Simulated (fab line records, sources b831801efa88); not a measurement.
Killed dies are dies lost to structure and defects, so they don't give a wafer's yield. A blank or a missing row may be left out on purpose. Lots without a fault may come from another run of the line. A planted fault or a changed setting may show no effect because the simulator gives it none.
Chamber matching | flow sky130 | SKY_CAPM_CVD_00 on pecvd-04: 3 sister chambers
The step deposits SiO2, target thk 15.5 nm. 3 wafers are shown with their chamber, then 12 later ones without.

WAFERS WITH THEIR CHAMBER
wafer  | chamber | heater_power_w (W)
L083.6 | 2       | 830
L088.4 | 0       | 557
L088.6 | 1       | 761

WAFERS WITHOUT THEIR CHAMBER
wafer  | heater_power_w (W)
L089.1 | 903
L089.2 | 790
L089.6 | 905
L093.1 | 634
L093.2 | 799
L093.6 | 847
L095.1 | 919
L095.2 | 616
L095.5 | 890
L097.2 | 902
L097.4 | 899
L097.5 | 635

WHICH CHAMBER EACH WENT THROUGH
wafer  | from the rows above          | in truth
L089.1 | can't be placed: 2 or 1      | 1
L089.2 | can't be placed: 1 or 2      | 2
L089.6 | can't be placed: 2 or 1      | 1
L093.1 | can't be placed: 0 or 1 or 2 | 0
L093.2 | can't be placed: 2 or 1      | 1
L093.6 | can't be placed: 2 or 1      | 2
L095.1 | can't be placed: 2 or 1      | 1
L095.2 | can't be placed: 0 or 1      | 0
L095.5 | can't be placed: 2 or 1      | 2
L097.2 | can't be placed: 2 or 1      | 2
L097.4 | can't be placed: 2 or 1      | 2
L097.5 | can't be placed: 0 or 1 or 2 | 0
Placed correctly: 0 of 12. Can't be placed from these rows: 12 (the true chamber is among the candidates in 12). Placed wrongly: 0.
How it was worked out, from the rows above alone: a wafer's distance from a chamber is the root of the sum, over the readings, of the square of ((its reading less the chamber's mean) divided by the reading's scatter). The wafer belongs to the nearest chamber; if the next one is less than 2 further off, it can't be placed. A chamber's mean is the mean of its shown wafers. The scatter: with one shown wafer a chamber, the root of the mean of the squares of how far each hidden wafer lies from its nearest shown one.
